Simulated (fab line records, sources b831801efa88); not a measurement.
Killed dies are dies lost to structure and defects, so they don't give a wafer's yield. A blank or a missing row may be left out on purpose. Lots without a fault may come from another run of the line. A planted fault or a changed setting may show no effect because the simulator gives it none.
Split-lot experiment | flow sfq_line | 5 lots, 23 wafers read, on a route of 325 steps

THE SPLIT
At SFQ_TRILAYER_M0_LITHO_EXPOSE_022 (exposes mask M0, target cd 500 nm), the setting dose_mj was moved away from the recipe's 14.4 on 8 of the 23 wafers read, by -4.5% to -2.0%. The other wafers ran this setting at the recipe's value.

FROM THE SPLIT TO THE READING: what the file shows between them, 3 steps
- SFQ_TRILAYER_M0_LITHO_PEB_024: peb time 60 s
- SFQ_TRILAYER_M0_LITHO_DEVELOP_023: time 60 s
- SFQ_TRILAYER_M0_BARC_OPEN_METAL_ETCH_031: etches BARC in O2, target depth 125 nm, time 41.7 s

THE READING
M0.cd_nm (the simulator's own value, which no gauge read), in nm, at SFQ_TRILAYER_M0_ETCH_METAL_ETCH_024 (etches Nb in Cl2/Ar, stops on SiO2, target depth 240 nm, time 120 s). The file gives no usual value for it. The 15 wafers here that ran the recipe average 499.1 nm, standard deviation 2.1 nm.

wafer  | tool, chamber at the split | dose_mj as run | against the recipe | M0.cd_nm, nm | against lot-mates on the recipe
L076.1 | krf_scanner-01, 0          | 13.75          | -4.5%              | 511.2        | +12.8
L076.2 | krf_scanner-01, 0          | 14.4           | recipe             | 497.9        | -
L076.3 | krf_scanner-01, 0          | 13.75          | -4.5%              | 511.4        | +13.0
L076.4 | krf_scanner-01, 0          | 14.4           | recipe             | 498.8        | -
L076.5 | krf_scanner-01, 0          | 13.75          | -4.5%              | 512.1        | +13.8
L077.1 | krf_scanner-02, 0          | 14.04          | -2.5%              | 500.5        | +4.3
L077.3 | krf_scanner-02, 0          | 14.4           | recipe             | 495.9        | -
L077.4 | krf_scanner-02, 0          | 14.04          | -2.5%              | 501.3        | +5.1
L077.5 | krf_scanner-02, 0          | 14.4           | recipe             | 496.5        | -
L077.6 | krf_scanner-02, 0          | 14.04          | -2.5%              | 500.9        | +4.7
L078.1 | krf_scanner-01, 0          | 14.4           | recipe             | 503.3        | -
L078.3 | krf_scanner-01, 0          | 14.4           | recipe             | 502.4        | -
L078.4 | krf_scanner-01, 0          | 14.4           | recipe             | 498.3        | -
L078.5 | krf_scanner-01, 0          | 14.4           | recipe             | 501.5        | -
L078.6 | krf_scanner-01, 0          | 14.4           | recipe             | 499          | -
L080.1 | krf_scanner-02, 0          | 14.4           | recipe             | 498.6        | -
L080.3 | krf_scanner-02, 0          | 14.4           | recipe             | 499.6        | -
L080.4 | krf_scanner-02, 0          | 14.11          | -2.0%              | 501.9        | +2.0
L080.5 | krf_scanner-02, 0          | 14.11          | -2.0%              | 503          | +3.1
L080.6 | krf_scanner-02, 0          | 14.4           | recipe             | 501.4        | -
L082.3 | krf_scanner-02, 0          | 14.4           | recipe             | 498.5        | -
L082.4 | krf_scanner-02, 0          | 14.4           | recipe             | 496.8        | -
L082.6 | krf_scanner-02, 0          | 14.4           | recipe             | 497.4        | -

THE FIT
A straight line over all 23 wafers: M0.cd_nm changes by -2.35 nm for each +1% of dose_mj; r = -0.85; the points scatter about the line by 2.5 nm.
The same after taking each lot's own level away (the mean of its wafers on the recipe; 23 wafers): -2.64 nm for each +1%; r = -0.94; scatter 1.6 nm.
On that fit, the largest move of dose_mj shifts the reading by 12 nm.
The lots' own levels span 496.20 to 500.90 nm, that is 2.2 times the standard deviation above.
So the lot-to-lot level changes the slope: the two fits differ.
Check: with one of the wafers moved furthest among these (-4.5%) left out of the fit, the line predicts +11.2 nm for it against its lot-mates. It came out at +12.8 nm against them.

OTHER SPLITS ON THESE WAFERS
These wafers also went through other splits before the reading. Each is held against what the fit with the lots' levels taken away leaves over:
other split on the same wafers                    | wafers away from the commonest value | r with M0.cd_nm (lot level and that fit taken away)
SFQ_TRILAYER_L0_DEP_SPUTTER_003 time_s            | 6                                    | +0.04
SFQ_TRILAYER_L0_VIA_BARC_OPEN_VIA_ETCH_021 time_s | 9                                    | -0.29

THE WHOLE CHAIN: every reading that the file lists as answering this split, in the file's order
step                                     | what it does                                                        | reading                                                   | change (the file's fit)              | r (the file's)
SFQ_TRILAYER_M0_BARC_OPEN_METAL_ETCH_031 | etches BARC in O2, target depth 125 nm, time 41.7 s                 | M0.cd_nm (the simulator's own value, which no gauge read) | -2.05 nm for each +1% of the setting | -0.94
SFQ_TRILAYER_M0_ETCH_METAL_ETCH_024      | etches Nb in Cl2/Ar, stops on SiO2, target depth 240 nm, time 120 s | M0.cd_nm (the simulator's own value, which no gauge read) | -2.49 nm for each +1% of the setting | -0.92

THE FILE'S OWN FIT
M0.cd_nm changes by -2.49 nm for each +1% of dose_mj, r = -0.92.
